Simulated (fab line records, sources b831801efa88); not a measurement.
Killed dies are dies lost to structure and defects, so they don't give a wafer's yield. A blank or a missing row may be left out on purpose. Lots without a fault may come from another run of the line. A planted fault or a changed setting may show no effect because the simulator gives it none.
Which tool did it? | flow gf180mcu | 12 lots, 36 wafers sampled, at 6 steps of a route of 602

WHAT THE GAUGES READ, wafer by wafer
GF_HV_LDD_CD_MEAS_19: target cd 400 nm.
lot  | measured     | on        | cd_nm (nm)
L728 | day 10 21:14 | cd_sem-01 | 402.6 403.4 404.3
L729 | day 11 03:57 | cd_sem-02 | 395.7 395.0 397.7
L732 | day 12 02:47 | cd_sem-02 | 398.7 399.1 397.0
L733 | day 12 13:31 | cd_sem-02 | 402.5 403.8 402.6
L735 | day 13 02:09 | cd_sem-01 | 395.4 397.7 395.5
L737 | day 13 17:37 | cd_sem-02 | 397.6 397.7 396.7
L739 | day 14 07:24 | cd_sem-01 | - - -
L740 | day 15 02:07 | cd_sem-01 | - - -
L746 | day 16 18:37 | cd_sem-01 | 403.0 402.3 402.3
L747 | day 17 06:28 | cd_sem-02 | 399.6 400.9 402.1
L748 | day 17 12:12 | cd_sem-01 | 396.8 395.7 396.5
L749 | day 17 15:57 | cd_sem-01 | 402.0 401.7 401.5

GF_HV_LDD_TW_MEAS_38.
lot  | measured     | on            | HV_LDD_3_TW
L728 | day 11 17:01 | film_metro-04 | 1433 1438 1429
L729 | day 11 23:40 | film_metro-02 | 1454 1453 1446
L732 | day 12 23:11 | film_metro-04 | 1428 1437 1431
L733 | day 13 10:50 | film_metro-02 | 1439 1444 1442
L735 | day 13 23:25 | film_metro-02 | 1445 1445 1443
L737 | day 14 15:58 | film_metro-04 | 1432 1433 1427
L739 | day 15 04:55 | film_metro-04 | 1624 1617 1622
L740 | day 16 00:55 | film_metro-02 | 1612 1618 1615
L746 | day 17 17:58 | film_metro-03 | 1440 1442 1440
L747 | day 18 07:04 | film_metro-04 | 1454 1457 1456
L748 | day 18 12:34 | film_metro-04 | 1461 1458 1454
L749 | day 18 16:28 | film_metro-03 | 1434 1439 1446

GF_HV_LDD_TW_MEAS_50.
lot  | measured     | on            | HV_LDD_4_TW
L728 | day 12 12:49 | film_metro-03 | 568 569 573
L729 | day 12 20:07 | film_metro-04 | 570 566 564
L732 | day 13 19:32 | film_metro-03 | 574 570 574
L733 | day 14 07:56 | film_metro-04 | 567 565 567
L735 | day 14 20:16 | film_metro-03 | 571 572 567
L737 | day 15 13:01 | film_metro-04 | 578 576 578
L739 | day 16 03:00 | film_metro-02 | 1116 1109 1119
L740 | day 16 22:55 | film_metro-02 | 1114 1122 1120
L746 | day 18 17:31 | film_metro-04 | 575 577 577
L747 | day 19 06:46 | film_metro-02 | 578 574 577
L748 | day 19 12:54 | film_metro-03 | 567 571 567
L749 | day 19 16:58 | film_metro-02 | 580 577 578

GF_V2_THK_MEAS_25: measures by xrf.
lot  | measured     | on            | V2_W_THK (nm)
L728 | day 20 12:34 | film_metro-03 | 356 353 356
L729 | day 20 19:46 | film_metro-03 | 363 360 364
L732 | day 21 23:28 | film_metro-03 | 360 350 351
L733 | day 22 13:56 | film_metro-04 | 349 344 348
L735 | day 23 02:42 | film_metro-04 | 348 347 348
L737 | day 23 20:54 | film_metro-03 | 356 361 360
L746 | day 26 22:56 | film_metro-03 | 354 356 359
L747 | day 27 09:19 | film_metro-03 | 364 370 362
L748 | day 27 14:03 | film_metro-04 | 343 346 340
L749 | day 27 18:59 | film_metro-04 | 347 350 343

WHICH TOOL RAN EACH LOT (tool, then ch and the chambers of the sampled wafers, then the start)
lot  | GF_HV_LDD_COAT_14                 | GF_M2_SPUTTER_00
L728 | litho_track-04 ch 0, day 10 12:20 | pvd_sputter-01, day 18 09:25
L729 | litho_track-01 ch 0, day 10 18:27 | pvd_sputter-01, day 18 16:28
L732 | litho_track-04 ch 0, day 11 17:16 | pvd_sputter-01, day 19 20:49
L733 | litho_track-01 ch 0, day 12 03:07 | pvd_sputter-01, day 20 10:49
L735 | litho_track-01 ch 0, day 12 15:39 | pvd_sputter-01, day 21 01:19
L737 | litho_track-02 ch 0, day 13 08:00 | pvd_sputter-03, day 21 19:58
L739 | litho_track-02, day 13 20:24      | -
L740 | litho_track-01, day 14 15:40      | -
L746 | litho_track-01 ch 0, day 16 07:19 | pvd_sputter-03, day 25 00:22
L747 | litho_track-04 ch 0, day 16 18:38 | pvd_sputter-04, day 25 12:40
L748 | litho_track-01 ch 0, day 17 00:30 | pvd_sputter-01, day 25 17:46
L749 | litho_track-01 ch 0, day 17 05:09 | pvd_sputter-03, day 25 22:17
- GF_HV_LDD_COAT_14: resist thk 1000 nm.
- GF_M2_SPUTTER_00: material Ti, target thk 37.5 nm, time 150 s.

WHAT THE TOOLS THEMSELVES READ (means of the sampled wafers that have a number; where no wafer has one, the mark that the record gives instead)
GF_HV_LDD_COAT_14.
lot  | tool           | chill_plate_temp_C (C) | dispense_pressure_kPa (kPa) | spin_speed_rpm (rpm)
L728 | litho_track-04 | 23.01                  | 47                          | 2998.4
L729 | litho_track-01 | 22.90                  | 56                          | 2999.3
L732 | litho_track-04 | 23.08                  | 47                          | 2999.3
L733 | litho_track-01 | 23.10                  | 56                          | 3001.4
L735 | litho_track-01 | 23.04                  | 56                          | 2998.2
L737 | litho_track-02 | 22.94                  | 52                          | 2998.9
L739 | litho_track-02 | -                      | -                           | -
L740 | litho_track-01 | -                      | -                           | -
L746 | litho_track-01 | 23.03                  | 56                          | 3002.2
L747 | litho_track-04 | 22.99                  | 47                          | 2999.6
L748 | litho_track-01 | 23.00                  | 56                          | 3001.4
L749 | litho_track-01 | 22.98                  | 56                          | 2999.9

GF_M2_SPUTTER_00.
lot  | tool           | chamber_pressure_pa (Pa) | throttle_valve_pct (%)
L728 | pvd_sputter-01 | 1.999                    | 30.7
L729 | pvd_sputter-01 | 1.995                    | 30.7
L732 | pvd_sputter-01 | 1.999                    | 30.7
L733 | pvd_sputter-01 | 1.999                    | 30.6
L735 | pvd_sputter-01 | 2.005                    | 29.9
L737 | pvd_sputter-03 | 1.999                    | 30.3
L746 | pvd_sputter-03 | 2.002                    | 30.4
L747 | pvd_sputter-04 | 2.001                    | 29.8
L748 | pvd_sputter-01 | 2.001                    | 30.6
L749 | pvd_sputter-03 | 2.003                    | 31.3

THE ANSWER, worked out from the rows above alone
Rule: what is usual is taken from the lots themselves. Put in order of their means at a reading, lots are off if they are a third of the lots or fewer, leave a main group of 4 or more, and stand apart from it by a gap of 3 or more times the standard deviation of the main group's means; of several such gaps the widest counts. A main group whose means are all the same, to the digits that the tables above print for the reading, isn't used. A lot without any number at a reading at which 4 lots or more have one is off too. The other lots that the step has rows for count as sound. The gauges are gone through in route order, then the tools' own readings, and for those a lot's mean is taken as printed above. The first step at which some lot is off is used, and at that step the reading that is off furthest; a lot without a number counts as furthest.
Off: L739, L740, at GF_HV_LDD_CD_MEAS_19 (cd_nm). Without a number there: L739, L740. The main group: mean 399.6 nm, standard deviation 2.9.
A tool fits if, at a process step before that reading, it ran every lot that is off, and no sound lot after the first of them. The gauges at GF_HV_LDD_CD_MEAS_19 aren't tried: what is off there is off at GF_HV_LDD_TW_MEAS_38 too, on other tools, and a gauge's error can't cause that. None of those tried fits.

WHAT THE SIMULATOR HAD PUT IN
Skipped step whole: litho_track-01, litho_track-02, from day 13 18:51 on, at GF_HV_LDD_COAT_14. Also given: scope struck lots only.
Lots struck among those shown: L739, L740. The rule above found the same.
